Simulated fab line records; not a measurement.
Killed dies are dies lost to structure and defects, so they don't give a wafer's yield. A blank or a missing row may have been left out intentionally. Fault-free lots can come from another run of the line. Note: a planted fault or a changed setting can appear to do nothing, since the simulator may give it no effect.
Comparing a struck lot with a sound one :: flow sky130 :: 15 steps out of a route of 708
Sound: wafers L587.1, L587.2, L587.3. The struck wafers were L581.2, L581.3, L581.5. At the end, the cause is stated.
Each step with rows lists, per side, the tool, then ch with its chambers, then its first start. Under that, the readings that differ: sound wafers :: struck wafers :: difference of the means :: sigmas: that difference in standard deviations of wafers without a fault.
alike: words and numbers the same on both sides, and readings whose means are apart by under 2 such deviations; not compared: readings that were withheld, readings missing a value for some wafer, numbers with overlapping values and no deviation given by the record, and bounds like >300 which may hide the same value.
The two part at a step that has a row with sigmas, a row that says differs or no value, or rows on one side only. Numbers that don't overlap but have no deviation are shown without sigmas and don't part them. Lack of a reading on every wafer of one side parts them only where that side has two or more wafers.

first, 2 steps without rows for these wafers: SKY_VT_ADJUST_PCH_PEB_05; SKY_VT_ADJUST_PCH_DEVELOP_06 (develop time 60 s).
SKY_VT_ADJUST_PCH_OVL_MEAS_07:
  sound on overlay-01, day 15 23:41; struck on overlay-02, day 13 19:08
  alike: VT_ADJUST_PCH_OVL
after that, 1 step had no rows for these wafers: SKY_VT_ADJUST_PCH_IMPLANT_08.
SKY_VT_ADJUST_PCH_STRIP_09: strips in O2/N2.
  sound on plasma asher-03 ch 0,1, day 15 23:52; struck on plasma asher-02 ch 0,1, day 13 19:19
  alike: drypump motor current A, n2 flow sccm, oes product au, strip time to endpoint s
  not compared: rf hours counter h
SKY_VT_ADJUST_PCH_TW_MEAS_10:
  sound on film metro-04, day 15 23:58; struck on film metro-03, day 13 19:25
reading: VT_ADJUST_PCH_TW
sound: 145.6 144.8 145.4
struck: 142.0 142.3 141.8
difference: -3.2
sigmas: -2
then, 6 steps without rows for these wafers: SKY_SONOS_TUNNEL_DEHYDRATE_00 (time 60 s); SKY_SONOS_TUNNEL_HMDS_01 (prime time 60 s); SKY_SONOS_TUNNEL_COAT_02 (resist thk 1140 nm); SKY_SONOS_TUNNEL_SOFTBAKE_03 (time 60 s); SKY_SONOS_TUNNEL_EXPOSE_04 (exposes mask TUNM, target cd 410 nm); SKY_SONOS_TUNNEL_PEB_05.
SKY_SONOS_TUNNEL_DEVELOP_06: develop time 58.11 s.
  sound on litho track-02 ch 0, day 17 04:16; struck on litho track-03 ch 0, day 14 21:29
reading: developer temp C (C)
sound: 22.91 22.92 23.02
struck: 20.87 20.83 20.79
difference: -2.12
sigmas: -21

reading: model.SONOS_TUNNEL.cd nm (nm)
sound: 411.8 411.7 411.1
struck: 415.8 416.4 414.3
difference: +4.0
sigmas: 
  alike: resist line temp C
SKY_SONOS_TUNNEL_CD_MEAS_07: target cd 410 nm.
  sound on cd sem-01, day 17 04:25; struck on cd sem-01, day 14 21:38
  alike: cd nm
-- the record jumps here: 33 days lie between the struck wafers' starts before and after (it left off in module SONOS_TUNNEL and takes up again in module PAD_OPEN, whose first step shown is number 708 of the route) --
SKY_PAD_OPEN_PROBE_99:
  sound on prober-02, day 49 17:37; struck on prober-02, day 47 23:12
  alike: killed_at_M0_to_M3, killed_at_M4_up, killed at contacts, killed at front end, killed at other, killed dies, killed on rim, killed open, killed short

## WHERE THEY PART
Last at SKY_SONOS_TUNNEL_DEVELOP_06 as far as this record goes, first at SKY_VT_ADJUST_PCH_TW_MEAS_10. Later steps at which nothing parts them and some readings are alike: SKY_SONOS_TUNNEL_CD_MEAS_07, SKY_PAD_OPEN_PROBE_99.

WHY: what had been put in by the simulator
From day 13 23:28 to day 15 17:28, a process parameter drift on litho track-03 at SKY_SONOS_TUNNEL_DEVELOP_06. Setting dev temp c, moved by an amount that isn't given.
